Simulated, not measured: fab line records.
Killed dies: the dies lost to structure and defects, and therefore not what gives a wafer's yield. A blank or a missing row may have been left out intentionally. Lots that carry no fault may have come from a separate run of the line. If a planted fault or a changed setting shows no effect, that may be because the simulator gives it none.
What tool caused it? -- flow gf180mcu -- 39 wafers from 13 lots sampled at 4 of the route's 602 steps

== WHAT EACH GAUGE READ, for each wafer ==
GF_PASSIVATION_THK_MEAS_03.
lot,measured,on,PASSIVATION_CVD_02_THK (nm)
L883,day 28 02:08,film metro-01,695 695 723
L884,day 28 11:13,film metro-01,691 701 719
L885,day 28 21:47,film metro-03,707 696 711
L888,day 29 15:10,film metro-02,702 718 697
L889,day 30 00:56,film metro-02,701 685 687
L891,day 30 20:40,film metro-03,683 702 713
L893,day 31 09:28,film metro-03,699 719 708
L895,day 31 20:37,film metro-02,709 702 712
L898,day 32 19:07,film metro-02,693 695 693
L900,day 32 22:46,film metro-01,699 702 715
L903,day 33 19:10,film metro-02,696 697 704
L905,day 34 02:49,film metro-02,693 682 708
L906,day 34 07:29,film metro-02,680 703 688

== WHAT TOOL EACH LOT RAN ON (gives the tool, then ch and the chambers of the sampled wafers, and finally the start) ==
lot,GF_HV_LDD_STRIP_22,GF_V5_SPUTTER_22,GF_TOP_METAL_STRIP_17
L883,"plasma asher-02 ch 0,1, day 10 16:31","pvd sputter-02, day 27 03:39","plasma asher-04 ch 0, day 28 01:07"
L884,"plasma asher-04 ch 0,1, day 11 02:01","pvd sputter-02, day 27 13:37","plasma asher-02 ch 0,1, day 28 10:16"
L885,"plasma asher-04 ch 0,1, day 11 11:19","pvd sputter-02, day 28 00:11","plasma asher-02 ch 0,1, day 28 20:46"
L888,"plasma asher-03 ch 0,1, day 12 07:52","pvd sputter-01, day 28 18:32","plasma asher-04 ch 0, day 29 14:13"
L889,"plasma asher-02 ch 0,1, day 12 12:58","pvd sputter-02, day 29 03:53","plasma asher-02 ch 0,1, day 29 23:57"
L891,"plasma asher-03 ch 0,1, day 13 10:01","pvd sputter-01, day 30 00:17","plasma asher-03 ch 0, day 30 19:43"
L893,"plasma asher-02 ch 1, day 14 03:55","pvd sputter-03, day 30 14:46","plasma asher-03 ch 1, day 31 08:28"
L895,"plasma asher-03 ch 0,1, day 14 16:16","pvd sputter-01, day 31 00:31","plasma asher-04 ch 1, day 31 19:40"
L898,"plasma asher-04 ch 0,1, day 15 21:31","pvd sputter-02, day 32 00:11","plasma asher-04 ch 0,1, day 32 18:09"
L900,"plasma asher-02 ch 0, day 16 04:37","pvd sputter-03, day 32 03:52","plasma asher-02 ch 0,1, day 32 21:46"
L903,"plasma asher-02 ch 0,1, day 17 05:10","pvd sputter-01, day 33 00:43","plasma asher-02 ch 1, day 33 17:48"
L905,"plasma asher-02 ch 0,1, day 17 17:58","pvd sputter-01, day 33 09:44","plasma asher-03 ch 0,1, day 34 01:48"
L906,"plasma asher-03 ch 0,1, day 18 03:04","pvd sputter-01, day 33 14:28","plasma asher-02 ch 0,1, day 34 06:28"
- GF_HV_LDD_STRIP_22: strips in O2/N2.
- GF_V5_SPUTTER_22: material TiN, target thk 10 nm, time 41.66 s.
- GF_TOP_METAL_STRIP_17: strips in O2/N2.

== WHAT THE TOOLS THEMSELVES READ (means of the sampled wafers that have a number; where no wafer has one, the mark that the record gives instead) ==
GF_HV_LDD_STRIP_22.
lot,tool,drypump motor current A (A),heater power w (W),o2 flow sccm (sccm),oes product au (a.u.),strip time to endpoint s (s)
L883,plasma asher-02,6.3,319,3003,0.715,12.65
L884,plasma asher-04,6.1,362,2983,0.711,12.64
L885,plasma asher-04,5.9,349,3006,0.719,12.64
L888,plasma asher-03,5.4,337,3000,0.715,12.65
L889,plasma asher-02,6.4,322,2999,0.715,12.66
L891,plasma asher-03,5.6,360,3002,0.715,12.61
L893,plasma asher-02,6.7,303,2992,0.712,12.61
L895,plasma asher-03,5.4,335,2997,0.717,12.65
L898,plasma asher-04,6.1,361,2998,0.718,12.60
L900,plasma asher-02,5.8,355,3004,0.716,12.62
L903,plasma asher-02,6.4,321,3003,0.713,12.62
L905,plasma asher-02,6.4,325,3003,0.720,12.62
L906,plasma asher-03,5.4,336,2999,0.717,12.60

GF_V5_SPUTTER_22.
lot,tool,throttle valve pct (%)
L883,pvd sputter-02,29.6
L884,pvd sputter-02,29.0
L885,pvd sputter-02,29.1
L888,pvd sputter-01,29.6
L889,pvd sputter-02,29.0
L891,pvd sputter-01,30.7
L893,pvd sputter-03,29.7
L895,pvd sputter-01,29.8
L898,pvd sputter-02,29.0
L900,pvd sputter-03,29.3
L903,pvd sputter-01,29.4
L905,pvd sputter-01,30.1
L906,pvd sputter-01,29.4

GF_TOP_METAL_STRIP_17.
lot,tool,drypump motor current A (A),heater power w (W),o2 flow sccm (sccm),oes product au (a.u.),strip time to endpoint s (s)
L883,plasma asher-04,5.8,323,2993,0.709,12.76
L884,plasma asher-02,6.1,339,3001,0.716,12.78
L885,plasma asher-02,6.1,340,3001,0.710,12.96
L888,plasma asher-04,5.8,323,3005,0.708,12.81
L889,plasma asher-02,6.1,333,3006,0.716,12.87
L891,plasma asher-03,5.3,311,3009,0.712,13.00
L893,plasma asher-03,5.7,374,2989,0.709,13.08
L895,plasma asher-04,6.2,382,3013,0.708,12.94
L898,plasma asher-04,5.9,348,2996,0.705,12.93
L900,plasma asher-02,6.1,363,2990,0.707,12.96
L903,plasma asher-02,6.7,337,3012,0.714,12.78
L905,plasma asher-03,5.4,331,3002,0.708,12.84
L906,plasma asher-02,6.4,347,3005,0.708,12.73

== THE ANSWER, worked out from the rows above alone ==
Rule: what is usual is taken from the lots themselves. Put in order of their means at a reading, lots are off if they are a third of the lots or fewer, leave a main group of 4 or more, and stand apart from it by a gap of 3 or more times the standard deviation of the main group's means; of several such gaps the widest counts. A main group is skipped when, at the precision printed for the reading in the tables above, its means are all equal. Also off: a lot with no number at a reading for which 4 or more lots have one. Where the step has rows for the other lots, those lots are counted as sound. After the gauges, taken in route order, come the tools' own readings; for these a lot's mean is taken, as printed above. At the first step where some lot is off, the reading lying furthest off is the one used; lots without a number count as furthest.
No lot is off on any of the readings shown, so nothing can be concluded from this.

== WHAT THE SIMULATOR HAD INSERTED ==
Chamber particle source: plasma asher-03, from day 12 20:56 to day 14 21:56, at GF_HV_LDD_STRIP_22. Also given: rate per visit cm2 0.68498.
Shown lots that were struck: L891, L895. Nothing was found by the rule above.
